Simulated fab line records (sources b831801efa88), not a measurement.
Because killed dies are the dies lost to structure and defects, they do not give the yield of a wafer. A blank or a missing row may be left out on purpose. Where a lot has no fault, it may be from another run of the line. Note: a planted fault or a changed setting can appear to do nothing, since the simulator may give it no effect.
fab line records + flow sky130
record
- lots=13
- wafers=39
- lastDay=49
route steps=708 shown VIA1@471 VIA2@509 METAL3@532 PAD_OPEN@708
lots with no fault: from the same line, run without faults
startH: hours from the record's first day to the start of the lot's first wafer shown + waitH: hours since the lot's step before + " unchanged from the row above + L1.1+2: several wafers, shown together as one row + - no value present, or no start provided + * or withheld: withheld + < > ~ a bound
route shown NAME@n: a module of which the file shows steps, and the number in the route of the first + usual: mean/standard deviation of fault-free wafers + same: alike in all rows + chamber/n: place in a boat + sites: readings site by site + _std_site: standard deviation of those values + _edge_site: inner sites' mean taken away from outer sites' mean + radiusMm: how far each site lies from the wafer's centre + mask NAME#n: copy n + behind: the tool/chamber that last shaped the wafer + hold: why the lot was held/for how many hours/how that ended + device: names the non-switching transistor (n, p or np) + end of line: at the end of the route, the tests of the same wafers + step lacking rows: just its recipe + killed: dies that structure and defects cost at the first sort, which is not the same as the wafer's yield + map: dies across one wafer; x = killed, . = not, _ = none there
set.NAME: the run value of the setting; set.NAME@STEP: its run value at that earlier step + model.NAME: the simulator's own value behind a step, which no gauge read
one table for each step of the route and one row for each wafer, over a sample of lots
services: the hour from which a tool's chamber was out of use, counted from the record's first day as startH (under 0 if before that day), plus the number of hours and why
## steps
# step SKY_VIA1_OVL_MEAS_13
# usual
- VIA1_OVL=3/5.7
| lot.wafer | tool       | chamber | startH | waitH | VIA1_OVL[nm] |
|-----------|------------|---------|--------|-------|--------------|
| L969.1    | overlay-02 | -       | 788.53 | 0.1   | -2           |
| L969.5    | "          | -       | "      | "     | 2            |
| L969.6    | "          | -       | "      | "     | 6            |
| L970.2    | overlay-02 | -       | 796.14 | 0.1   | 1            |
| L970.4    | "          | -       | "      | "     | -3           |
| L970.6    | "          | -       | "      | "     | -4           |
| L972.1    | overlay-01 | -       | 816.35 | 0.1   | 7            |
| L972.2    | "          | -       | "      | "     | 3            |
| L972.3    | "          | -       | "      | "     | 4            |
| L974.2    | overlay-02 | -       | 835.41 | 0.1   | 13           |
| L974.3    | "          | -       | "      | "     | 13           |
| L974.4    | "          | -       | "      | "     | 11           |
| L975.1    | overlay-02 | -       | 841.90 | 0.1   | 10           |
| L975.3    | "          | -       | "      | "     | 6            |
| L975.5    | "          | -       | "      | "     | 14           |
| L976.2    | overlay-01 | -       | 842.64 | 0.1   | 0            |
| L976.3    | "          | -       | "      | "     | 3            |
| L976.4    | "          | -       | "      | "     | 1            |
| L978.1    | overlay-01 | -       | 856.35 | 0.1   | -8           |
| L978.2    | "          | -       | "      | "     | -3           |
| L978.6    | "          | -       | "      | "     | -3           |
| L979.1    | overlay-01 | -       | 862.25 | 0.1   | 14           |
| L979.3    | "          | -       | "      | "     | 5            |
| L979.4    | "          | -       | "      | "     | 14           |
| L980.3    | overlay-01 | -       | 874.21 | 0.1   | -5           |
| L980.4    | "          | -       | "      | "     | -4           |
| L980.5    | "          | -       | "      | "     | -2           |
| L981.1    | overlay-01 | -       | 878.80 | 0.1   | -3           |
| L981.4    | "          | -       | "      | "     | 4            |
| L981.6    | "          | -       | "      | "     | -1           |
| L982.1    | overlay-02 | -       | 884.35 | 0.1   | 3            |
| L982.2    | "          | -       | "      | "     | 6            |
| L982.5    | "          | -       | "      | "     | 4            |
| L983.4    | overlay-02 | -       | 894.85 | 0.1   | 0            |
| L983.5    | "          | -       | "      | "     | -5           |
| L983.6    | "          | -       | "      | "     | -2           |
| L985.2    | overlay-02 | -       | 921.59 | 0.1   | 5            |
| L985.3    | "          | -       | "      | "     | 1            |
| L985.4    | "          | -       | "      | "     | 0            |
# step SKY_VIA2_CMP_02
# recipe
- material=SiO2
- downForcePsi=4
- platenRpm=60
- padVelocityMS=0.94248
# usual
- motorCurrentA=11.6/0.89
| lot.wafer | tool   | chamber | startH | waitH | motorCurrentA |
|-----------|--------|---------|--------|-------|---------------|
| L969.1    | cmp-01 | 3       | 818.01 | 0.2   | 10.6          |
| L969.5    | "      | 0       | "      | "     | 11.2          |
| L969.6    | "      | 1       | "      | "     | 13.0          |
| L970.2    | cmp-01 | 2       | 824.85 | 0.0   | 11.8          |
| L970.4    | "      | 0       | "      | "     | 11.6          |
| L970.6    | "      | 3       | "      | "     | 10.9          |
| L972.1    | cmp-02 | 0       | 844.80 | 0.1   | 11.0          |
| L972.3    | "      | 1       | "      | "     | 11.6          |
| L972.2    | "      | 3       | "      | "     | 12.4          |
| L974.4    | cmp-01 | 1       | 863.94 | 0.1   | 12.8          |
| L974.2    | "      | 2       | "      | "     | 11.5          |
| L974.3    | "      | 0       | "      | "     | 11.8          |
| L975.3    | cmp-01 | 3       | 870.52 | 0.1   | 10.3          |
| L975.1    | "      | 1       | "      | "     | 13.1          |
| L975.5    | "      | 2       | "      | "     | 11.7          |
| L976.4    | cmp-01 | 2       | 871.57 | 0.0   | 11.6          |
| L976.2    | "      | 0       | "      | "     | 11.5          |
| L976.3    | "      | 1       | "      | "     | 12.7          |
| L978.2    | cmp-01 | 3       | 885.05 | 0.1   | 10.5          |
| L978.1    | "      | 0       | "      | "     | 11.9          |
| L978.6    | "      | 3       | "      | "     | 10.7          |
| L979.1    | cmp-01 | 0       | 892.96 | 0.1   | 11.5          |
| L979.4    | "      | 1       | "      | "     | 12.3          |
| L979.3    | "      | 2       | "      | "     | 11.4          |
| L980.4    | cmp-01 | 3       | 902.02 | 0.0   | 10.4          |
| L980.3    | "      | 0       | "      | "     | 11.8          |
| L980.5    | "      | 3       | "      | "     | 10.9          |
| L981.1    | cmp-01 | 0       | 907.36 | 0.1   | 11.2          |
| L981.4    | "      | 1       | "      | "     | 13.4          |
| L981.6    | "      | 0       | "      | "     | 11.3          |
| L982.2    | cmp-01 | 3       | 912.23 | 0.1   | 10.7          |
| L982.1    | "      | 1       | "      | "     | 13.6          |
| L982.5    | "      | 3       | "      | "     | 10.6          |
| L983.4    | cmp-02 | 2       | 922.55 | 0.2   | 11.9          |
| L983.6    | "      | 3       | "      | "     | 11.9          |
| L983.5    | "      | 0       | "      | "     | 10.7          |
| L985.2    | cmp-01 | 3       | 949.22 | 0.0   | 10.7          |
| L985.4    | "      | 1       | "      | "     | 13.1          |
| L985.3    | "      | 2       | "      | "     | 11.6          |
# step SKY_VIA2_ETCH_15
# recipe
- target=SiO2
- chemistry=C4F8/O2/Ar
- targetDepthNm=546
- stopOn=TiN
- maskMaterial=KrF-thick
- sourceW=1500
- biasW=1200
- pressureMtorr=40
- c4f8FlowSccm=withheld
- O2_flow_sccm=6
- Ar_flow_sccm=300
- timeS=84
# usual
- oesProductAu=0.940/0.0044
| lot.wafer | tool       | chamber | startH | waitH | oesProductAu |
|-----------|------------|---------|--------|-------|--------------|
| L969.1    | rieDiel-01 | 1       | 844.34 | 0.0   | 0.940        |
| L969.5    | "          | 1       | "      | "     | 0.936        |
| L969.6    | "          | 2       | "      | "     | 0.945        |
| L970.2    | rieDiel-01 | 0       | 851.48 | 0.0   | 0.934        |
| L970.4    | "          | 3       | "      | "     | 0.948        |
| L970.6    | "          | 3       | "      | "     | 0.933        |
| L972.1    | rieDiel-03 | 3       | 871.09 | 0.0   | 0.949        |
| L972.2    | "          | 2       | "      | "     | 0.938        |
| L972.3    | "          | 1       | "      | "     | 0.944        |
| L974.2    | rieDiel-01 | 3       | 890.88 | 0.0   | 0.940        |
| L974.3    | "          | 2       | "      | "     | 0.944        |
| L974.4    | "          | 1       | "      | "     | 0.945        |
| L975.1    | rieDiel-01 | 2       | 896.93 | 0.0   | 0.935        |
| L975.3    | "          | 0       | "      | "     | 0.936        |
| L975.5    | "          | 1       | "      | "     | 0.934        |
| L976.2    | rieDiel-04 | 0       | 897.91 | 0.0   | 0.934        |
| L976.3    | "          | 3       | "      | "     | 0.938        |
| L976.4    | "          | 2       | "      | "     | 0.943        |
| L978.1    | rieDiel-04 | 1       | 910.49 | 0.0   | 0.941        |
| L978.2    | "          | 2       | "      | "     | 0.947        |
| L978.6    | "          | 1       | "      | "     | 0.934        |
| L979.1    | rieDiel-03 | 0       | 918.09 | 0.0   | 0.944        |
| L979.3    | "          | 1       | "      | "     | 0.939        |
| L979.4    | "          | 2       | "      | "     | 0.936        |
| L980.3    | rieDiel-04 | 2       | 927.33 | 0.0   | 0.942        |
| L980.4    | "          | 0       | "      | "     | 0.940        |
| L980.5    | "          | 2       | "      | "     | 0.946        |
| L981.1    | rieDiel-04 | 2       | 932.26 | 0.0   | 0.946        |
| L981.4    | "          | 3       | "      | "     | 0.941        |
| L981.6    | "          | 1       | "      | "     | 0.938        |
| L982.1    | rieDiel-04 | 1       | 937.74 | 0.0   | 0.945        |
| L982.2    | "          | 3       | "      | "     | 0.944        |
| L982.5    | "          | 1       | "      | "     | 0.941        |
| L983.4    | rieDiel-04 | 1       | 948.11 | 0.0   | 0.946        |
| L983.5    | "          | 2       | "      | "     | 0.934        |
| L983.6    | "          | 1       | "      | "     | 0.936        |
| L985.2    | rieDiel-01 | 2       | 974.78 | 0.0   | 0.936        |
| L985.3    | "          | 1       | "      | "     | 0.998        |
| L985.4    | "          | 0       | "      | "     | 0.943        |
# step SKY_VIA2_RS_MEAS_22
# recipe
- thkMeasGauge=four-point-probe
- reads=W_of_VIA2_CVD_21+TiN_of_VIA2_SPUTTER_20
# usual
- VIA2_W_RS=0.270/0.0031
| lot.wafer | tool         | chamber | startH | waitH | VIA2_W_RS[ohm/sq] |
|-----------|--------------|---------|--------|-------|-------------------|
| L969.1    | filmMetro-04 | -       | 845.33 | 0.2   | 0.270             |
| L969.5    | "            | -       | "      | "     | 0.271             |
| L969.6    | "            | -       | "      | "     | 0.269             |
| L970.2    | filmMetro-04 | -       | 852.51 | 0.2   | 0.272             |
| L970.4    | "            | -       | "      | "     | 0.273             |
| L970.6    | "            | -       | "      | "     | 0.273             |
| L972.1    | filmMetro-03 | -       | 871.94 | 0.1   | 0.274             |
| L972.2    | "            | -       | "      | "     | 0.276             |
| L972.3    | "            | -       | "      | "     | 0.275             |
| L974.2    | filmMetro-04 | -       | 891.75 | 0.1   | 0.269             |
| L974.3    | "            | -       | "      | "     | 0.269             |
| L974.4    | "            | -       | "      | "     | 0.268             |
| L975.1    | filmMetro-01 | -       | 897.81 | 0.1   | 0.274             |
| L975.3    | "            | -       | "      | "     | 0.274             |
| L975.5    | "            | -       | "      | "     | 0.274             |
| L976.2    | filmMetro-04 | -       | 898.83 | 0.1   | 0.272             |
| L976.3    | "            | -       | "      | "     | 0.270             |
| L976.4    | "            | -       | "      | "     | 0.272             |
| L978.1    | filmMetro-01 | -       | 911.35 | 0.1   | 0.272             |
| L978.2    | "            | -       | "      | "     | 0.274             |
| L978.6    | "            | -       | "      | "     | 0.274             |
| L979.1    | filmMetro-04 | -       | 918.95 | 0.1   | 0.271             |
| L979.3    | "            | -       | "      | "     | 0.272             |
| L979.4    | "            | -       | "      | "     | 0.266             |
| L980.3    | filmMetro-03 | -       | 928.22 | 0.1   | 0.271             |
| L980.4    | "            | -       | "      | "     | 0.271             |
| L980.5    | "            | -       | "      | "     | 0.271             |
| L981.1    | filmMetro-03 | -       | 933.15 | 0.1   | 0.269             |
| L981.4    | "            | -       | "      | "     | 0.267             |
| L981.6    | "            | -       | "      | "     | 0.265             |
| L982.1    | filmMetro-01 | -       | 938.60 | 0.1   | 0.271             |
| L982.2    | "            | -       | "      | "     | 0.271             |
| L982.5    | "            | -       | "      | "     | 0.272             |
| L983.4    | filmMetro-01 | -       | 949.53 | 0.1   | 0.272             |
| L983.5    | "            | -       | "      | "     | 0.271             |
| L983.6    | "            | -       | "      | "     | 0.270             |
| L985.2    | filmMetro-04 | -       | 975.66 | 0.1   | 0.271             |
| L985.3    | "            | -       | "      | "     | 0.271             |
| L985.4    | "            | -       | "      | "     | 0.272             |
# step SKY_METAL3_SPUTTER_00
# recipe
- material=Ti
- targetThkNm=15
- powerW=3000
- timeS=10
- chamberPressurePa=0.4
# usual
- throttleValvePct=30.6/0.7
| lot.wafer | tool          | chamber | startH | waitH | throttleValvePct |
|-----------|---------------|---------|--------|-------|------------------|
| L969.1    | pvdSputter-01 | -       | 845.81 | 0.2   | 31.7             |
| L969.5    | "             | -       | "      | "     | 30.1             |
| L969.6    | "             | -       | "      | "     | 29.9             |
| L970.2    | pvdSputter-01 | -       | 852.97 | 0.1   | 32.0             |
| L970.4    | "             | -       | "      | "     | 30.1             |
| L970.6    | "             | -       | "      | "     | 30.4             |
| L972.1    | pvdSputter-01 | -       | 872.42 | 0.2   | 30.3             |
| L972.2    | "             | -       | "      | "     | 29.7             |
| L972.3    | "             | -       | "      | "     | 30.3             |
| L974.2    | pvdSputter-03 | -       | 892.21 | 0.2   | 30.5             |
| L974.3    | "             | -       | "      | "     | 30.9             |
| L974.4    | "             | -       | "      | "     | 30.4             |
| L975.1    | pvdSputter-03 | -       | 898.29 | 0.1   | 30.3             |
| L975.3    | "             | -       | "      | "     | 30.9             |
| L975.5    | "             | -       | "      | "     | 30.9             |
| L976.2    | pvdSputter-03 | -       | 899.29 | 0.1   | 30.1             |
| L976.3    | "             | -       | "      | "     | 30.7             |
| L976.4    | "             | -       | "      | "     | 30.2             |
| L978.1    | pvdSputter-03 | -       | 911.83 | 0.2   | 30.5             |
| L978.2    | "             | -       | "      | "     | 31.0             |
| L978.6    | "             | -       | "      | "     | 30.2             |
| L979.1    | pvdSputter-03 | -       | 919.43 | 0.2   | 30.3             |
| L979.3    | "             | -       | "      | "     | 30.0             |
| L979.4    | "             | -       | "      | "     | 31.0             |
| L980.3    | pvdSputter-03 | -       | 928.66 | 0.2   | 30.6             |
| L980.4    | "             | -       | "      | "     | 30.7             |
| L980.5    | "             | -       | "      | "     | 30.6             |
| L981.1    | pvdSputter-01 | -       | 933.63 | 0.2   | 30.3             |
| L981.4    | "             | -       | "      | "     | 29.9             |
| L981.6    | "             | -       | "      | "     | 30.1             |
| L982.1    | pvdSputter-03 | -       | 939.08 | 0.1   | 30.7             |
| L982.2    | "             | -       | "      | "     | 30.3             |
| L982.5    | "             | -       | "      | "     | 30.3             |
| L983.4    | pvdSputter-04 | -       | 949.95 | 0.2   | 32.2             |
| L983.5    | "             | -       | "      | "     | 30.9             |
| L983.6    | "             | -       | "      | "     | 29.5             |
| L985.2    | pvdSputter-01 | -       | 976.12 | 0.1   | 30.3             |
| L985.3    | "             | -       | "      | "     | 31.7             |
| L985.4    | "             | -       | "      | "     | 29.6             |
# step SKY_PAD_OPEN_PROBE_99
# usual
- defectLimitedYield=82.3/1.9
- killed_at_M0_to_M3=45/6.6
- killed_at_M4_up=3.1/1.6
- killedAtContacts=24/5
- killedAtFrontEnd=14/4.4
- killedAtOther=0.3/0.58
- killedDies=87/9.2
- killedOpen=47/6.7
- killedShort=40/6.4
# same
- grossDies=492
- killedAtBackSide=0
| lot.wafer | tool      | chamber | startH  | waitH | defectLimitedYield[%] | killed_at_M0_to_M3 | killed_at_M4_up | killedAtContacts | killedAtFrontEnd | killedAtOther | killedDies | killedOpen | killedShort |
|-----------|-----------|---------|---------|-------|-----------------------|--------------------|-----------------|------------------|------------------|---------------|------------|------------|-------------|
| L972.1    | prober-02 | -       | 1095.91 | 0.1   | 82.3                  | 53                 | 2               | 18               | 14               | 0             | 87         | 39         | 48          |
| L972.2    | prober-02 | -       | 1095.96 | 0.1   | 80.3                  | 50                 | 6               | 28               | 13               | 0             | 97         | 45         | 52          |
| L972.3    | prober-02 | -       | 1096.01 | 0.2   | 84.1                  | 35                 | 1               | 30               | 11               | 1             | 78         | 46         | 32          |
| L975.1    | prober-01 | -       | 1116.84 | 0.1   | 81.7                  | 44                 | 6               | 27               | 13               | 0             | 90         | 44         | 46          |
| L975.3    | prober-01 | -       | 1116.94 | 0.2   | 81.7                  | 42                 | 2               | 31               | 15               | 0             | 90         | 50         | 40          |
| L975.5    | prober-01 | -       | 1117.04 | 0.2   | 84.1                  | 43                 | 3               | 23               | 9                | 0             | 78         | 47         | 31          |
| L976.2    | prober-02 | -       | 1118.39 | 0.1   | 81.7                  | 53                 | 2               | 24               | 11               | 0             | 90         | 45         | 45          |
| L976.3    | prober-02 | -       | 1118.44 | 0.2   | 83.5                  | 53                 | 3               | 15               | 10               | 0             | 81         | 36         | 45          |
| L976.4    | prober-02 | -       | 1118.49 | 0.2   | 80.9                  | 53                 | 3               | 27               | 11               | 0             | 94         | 39         | 55          |
| L978.1    | prober-02 | -       | 1126.15 | 0.1   | 85.4                  | 37                 | 3               | 18               | 14               | 0             | 72         | 37         | 35          |
| L978.2    | prober-02 | -       | 1126.20 | 0.1   | 84.8                  | 43                 | 2               | 18               | 12               | 0             | 75         | 41         | 34          |
| L978.6    | prober-02 | -       | 1126.40 | 0.2   | 82.5                  | 51                 | 1               | 23               | 11               | 0             | 86         | 52         | 34          |
| L979.1    | prober-01 | -       | 1131.55 | 0.1   | 77.0                  | 56                 | 3               | 35               | 17               | 2             | 113        | 48         | 65          |
| L979.3    | prober-01 | -       | 1131.65 | 0.2   | 81.7                  | 44                 | 1               | 27               | 18               | 0             | 90         | 42         | 48          |
| L979.4    | prober-01 | -       | 1131.70 | 0.2   | 82.5                  | 30                 | 5               | 32               | 19               | 0             | 86         | 49         | 37          |
| L980.3    | prober-02 | -       | 1140.32 | 0.2   | 82.1                  | 34                 | 5               | 30               | 19               | 0             | 88         | 39         | 49          |
| L980.4    | prober-02 | -       | 1140.37 | 0.2   | 81.9                  | 40                 | 5               | 27               | 17               | 0             | 89         | 39         | 50          |
| L980.5    | prober-02 | -       | 1140.42 | 0.2   | 83.7                  | 43                 | 1               | 21               | 13               | 2             | 80         | 45         | 35          |
| L981.1    | prober-01 | -       | 1142.77 | 0.1   | 83.1                  | 47                 | 5               | 22               | 8                | 1             | 83         | 38         | 45          |
| L981.4    | prober-01 | -       | 1142.92 | 0.2   | 83.9                  | 42                 | 0               | 25               | 12               | 0             | 79         | 48         | 31          |
| L981.6    | prober-01 | -       | 1143.02 | 0.2   | 82.3                  | 51                 | 4               | 19               | 13               | 0             | 87         | 51         | 36          |
| L982.1    | prober-02 | -       | 1146.13 | 0.1   | 81.9                  | 51                 | 1               | 24               | 13               | 0             | 89         | 51         | 38          |
| L982.2    | prober-02 | -       | 1146.18 | 0.1   | 82.3                  | 50                 | 2               | 24               | 11               | 0             | 87         | 48         | 39          |
| L982.5    | prober-02 | -       | 1146.33 | 0.2   | 84.8                  | 43                 | 3               | 21               | 8                | 0             | 75         | 39         | 36          |
# killed by level:class
L972.1 VIA2:geometricParticle:open=9 METAL1:geometricParticle:short=7 METAL2:geometricParticle:short=7 VIA3:geometricParticle:open=7 CONTACT:geometricParticle:open=6 VIA1:geometricParticle:open=6 POLY_GATE:geometricParticle:short=5 LOCAL_INTERCONNECT:geometricParticle:short=5
L972.2 METAL2:geometricParticle:short=14 VIA1:geometricParticle:open=10 CONTACT:geometricParticle:open=9 VIA2:geometricParticle:open=8 LI_CONTACT:geometricParticle:open=8 FIELD_ISO:geometricParticle:short=5 METAL4:geometricParticle:short=5 LOCAL_INTERCONNECT:geometricParticle:short=4
L972.3 CONTACT:geometricParticle:open=8 VIA1:geometricParticle:open=7 LI_CONTACT:geometricParticle:open=7 CONTACT:geometricParticle:short=7 VIA3:geometricParticle:open=7 VIA2:geometricParticle:open=6 POLY_GATE:geometricParticle:open=4 POLY_GATE:geometricParticle:short=4
L975.1 VIA1:geometricParticle:open=12 LOCAL_INTERCONNECT:geometricParticle:short=10 LI_CONTACT:geometricParticle:open=7 CONTACT:geometricParticle:open=7 METAL2:geometricParticle:short=7 VIA3:geometricParticle:open=7 METAL4:geometricParticle:short=5 FIELD_ISO:geometricParticle:open=4
L975.3 VIA1:geometricParticle:open=11 LI_CONTACT:geometricParticle:open=9 CONTACT:geometricParticle:open=9 CONTACT:geometricParticle:short=7 VIA2:geometricParticle:open=7 VIA3:geometricParticle:open=7 VIA1:geometricParticle:short=5 METAL2:geometricParticle:short=5
L975.5 VIA1:geometricParticle:open=10 VIA2:geometricParticle:open=9 VIA3:geometricParticle:open=9 CONTACT:geometricParticle:short=7 CONTACT:geometricParticle:open=6 VIA3:geometricParticle:short=5 LI_CONTACT:geometricParticle:open=4 LOCAL_INTERCONNECT:geometricParticle:short=3
L976.2 METAL2:geometricParticle:short=10 VIA1:geometricParticle:open=9 VIA3:geometricParticle:open=8 CONTACT:geometricParticle:open=7 CONTACT:geometricParticle:short=7 VIA2:geometricParticle:open=7 LI_CONTACT:geometricParticle:open=5 LOCAL_INTERCONNECT:geometricParticle:short=4
L976.3 VIA1:geometricParticle:open=10 LOCAL_INTERCONNECT:geometricParticle:short=8 METAL1:geometricParticle:short=7 METAL2:geometricParticle:short=6 VIA2:geometricParticle:open=6 VIA3:geometricParticle:open=5 VIA1:geometricParticle:short=5 FIELD_ISO:geometricParticle:short=4
L976.4 CONTACT:geometricParticle:open=10 VIA1:geometricParticle:open=9 METAL1:geometricParticle:short=9 VIA2:geometricParticle:short=7 METAL2:geometricParticle:short=6 VIA3:geometricParticle:open=6 LI_CONTACT:geometricParticle:short=5 LOCAL_INTERCONNECT:geometricParticle:short=5
L978.1 VIA1:geometricParticle:open=8 CONTACT:geometricParticle:open=7 FIELD_ISO:geometricParticle:short=6 LI_CONTACT:geometricParticle:open=6 VIA1:geometricParticle:short=6 METAL2:geometricParticle:short=6 VIA2:geometricParticle:open=5 POLY_GATE:geometricParticle:open=4
L978.2 VIA1:geometricParticle:open=10 CONTACT:geometricParticle:open=8 VIA2:geometricParticle:open=8 METAL2:geometricParticle:short=7 METAL1:geometricParticle:short=5 POLY_GATE:geometricParticle:open=4 FIELD_ISO:geometricParticle:open=3 POLY_GATE:geometricParticle:short=3
L978.6 VIA1:geometricParticle:open=18 LI_CONTACT:geometricParticle:open=8 CONTACT:geometricParticle:open=8 METAL1:geometricParticle:short=7 METAL2:geometricParticle:short=7 POLY_GATE:geometricParticle:open=5 LI_CONTACT:geometricParticle:short=5 VIA1:geometricParticle:short=5
L979.1 CONTACT:geometricParticle:open=13 METAL2:geometricParticle:short=11 VIA3:geometricParticle:open=9 CONTACT:geometricParticle:short=8 VIA1:geometricParticle:open=7 METAL1:geometricParticle:short=7 FIELD_ISO:geometricParticle:short=5 POLY_GATE:geometricParticle:short=5
L979.3 CONTACT:geometricParticle:open=14 METAL2:geometricParticle:short=11 CONTACT:geometricParticle:short=8 METAL1:geometricParticle:short=7 VIA1:geometricParticle:open=7 VIA2:geometricParticle:open=5 FIELD_ISO:geometricParticle:short=4 POLY_GATE:geometricParticle:open=3
L979.4 CONTACT:geometricParticle:open=14 VIA2:geometricParticle:open=9 METAL2:geometricParticle:short=7 LI_CONTACT:geometricParticle:open=7 FIELD_ISO:geometricParticle:open=4 FIELD_ISO:geometricParticle:short=4 POLY_GATE:geometricParticle:open=4 CONTACT:geometricParticle:short=4
L980.3 CONTACT:geometricParticle:open=9 CONTACT:geometricParticle:short=7 LI_CONTACT:geometricParticle:open=6 LOCAL_INTERCONNECT:geometricParticle:short=6 VIA2:geometricParticle:open=6 METAL2:geometricParticle:short=5 FIELD_ISO:geometricParticle:short=4 METAL3:geometricParticle:short=4
L980.4 METAL1:geometricParticle:short=9 FIELD_ISO:geometricParticle:short=7 LI_CONTACT:geometricParticle:open=7 LOCAL_INTERCONNECT:geometricParticle:short=7 CONTACT:geometricParticle:open=7 VIA2:geometricParticle:open=5 CONTACT:geometricParticle:short=5 VIA1:geometricParticle:open=5
L980.5 CONTACT:geometricParticle:open=10 VIA2:geometricParticle:open=10 METAL2:geometricParticle:short=6 METAL1:geometricParticle:short=6 LI_CONTACT:geometricParticle:open=5 VIA3:geometricParticle:open=5 POLY_GATE:geometricParticle:short=4 CONTACT:geometricParticle:short=4
L981.1 VIA1:geometricParticle:open=12 LI_CONTACT:geometricParticle:open=9 METAL2:geometricParticle:short=9 VIA1:geometricParticle:short=8 CONTACT:geometricParticle:open=6 VIA2:geometricParticle:short=5 CONTACT:geometricParticle:short=4 METAL3:geometricParticle:short=4
L981.4 LI_CONTACT:geometricParticle:open=11 VIA1:geometricParticle:open=10 VIA2:geometricParticle:open=9 FIELD_ISO:geometricParticle:short=5 CONTACT:geometricParticle:open=5 CONTACT:geometricParticle:short=4 METAL1:geometricParticle:short=4 VIA3:geometricParticle:open=4
L981.6 VIA1:geometricParticle:open=11 VIA2:geometricParticle:open=9 CONTACT:geometricParticle:open=6 METAL2:geometricParticle:short=6 FIELD_ISO:geometricParticle:open=5 VIA2:geometricParticle:short=5 VIA3:geometricParticle:open=5 FIELD_ISO:geometricParticle:short=4
L982.1 VIA1:geometricParticle:open=12 CONTACT:geometricParticle:open=8 CONTACT:geometricParticle:short=6 VIA3:geometricParticle:open=6 VIA1:geometricParticle:short=6 VIA2:geometricParticle:open=6 FIELD_ISO:geometricParticle:open=4 POLY_GATE:geometricParticle:open=4
L982.2 VIA1:geometricParticle:open=13 CONTACT:geometricParticle:open=13 METAL2:geometricParticle:short=8 VIA1:geometricParticle:short=6 VIA2:geometricParticle:open=6 CONTACT:geometricParticle:short=5 VIA3:geometricParticle:open=5 METAL1:geometricParticle:short=4
L982.5 VIA1:geometricParticle:open=9 CONTACT:geometricParticle:open=8 LI_CONTACT:geometricParticle:open=7 METAL2:geometricParticle:short=6 VIA2:geometricParticle:open=5 VIA3:geometricParticle:open=5 VIA3:geometricParticle:short=4 VIA1:geometricParticle:short=4
## services
| tool          | chamber | startH | hours | kind                          |
|---------------|---------|--------|-------|-------------------------------|
| pvdSputter-04 | -       | 796.37 | 2.6   | repair                        |
| cmp-01        | -       | 801.17 | 1.3   | repair                        |
| rieDiel-01    | 1       | 801.61 | 9.0   | repair                        |
| pvdSputter-03 | -       | 810.95 | 59.8  | repair                        |
| pvdSputter-03 | -       | 814.59 | 5.3   | repair                        |
| pvdSputter-03 | -       | 826.66 | 2.2   | repair                        |
| pvdSputter-04 | -       | 847.75 | 4.6   | repair                        |
| cmp-02        | -       | 859.24 | 5.6   | pm                            |
| pvdSputter-01 | 2       | 869.10 | -     | consumableReplace:kit         |
| pvdSputter-01 | 2       | 869.10 | 18.0  | scheduledDown                 |
| pvdSputter-01 | 2       | 869.10 | 18.0  | ventCycle                     |
| rieDiel-03    | 3       | 875.02 | 3.4   | repair                        |
| cmp-02        | -       | 877.88 | 1.7   | repair                        |
| cmp-01        | -       | 878.99 | 0.6   | repair                        |
| cmp-02        | -       | 883.69 | 5.8   | pm                            |
| rieDiel-01    | 3       | 897.86 | 12.5  | repair                        |
| cmp-02        | -       | 912.27 | 4.0   | pm                            |
| cmp-02        | -       | 916.27 | -     | consumableReplace:conditioner |
| rieDiel-03    | 0       | 920.99 | 1.3   | repair                        |
| rieDiel-01    | -       | 931.47 | 2.8   | pm                            |
| rieDiel-01    | 1       | 946.12 | 9.6   | repair                        |
| pvdSputter-01 | -       | 957.34 | 0.5   | repair                        |
| rieDiel-01    | 3       | 968.76 | 23.0  | repair                        |
| cmp-02        | -       | 968.88 | 4.3   | repair                        |
## key
firstSign
- step=SKY_VIA2_ETCH_15
- reading=oesProductAu
- direction=up
- sigmas=13
- usual=0.940
- struck=0.998
effect none on later readings
metAt SKY_VIA2_CMP_02
struckLots L985
struckWafers L985.3
notActingAt SKY_VIA1_OVL_MEAS_13,SKY_VIA2_RS_MEAS_22,SKY_METAL3_SPUTTER_00
onsetBetween 912.23 949.22
fault
- kind=processParameterDrift
- tool=cmp-01
- chamber=-
- onsetH=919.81
- steps=SKY_VIA2_CMP_02
- channel=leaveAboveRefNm
- offset=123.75
- shape=step
- endH=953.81
- scope=struckWafersOnly
- actsIn=theseRecipesOnly
- stated=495
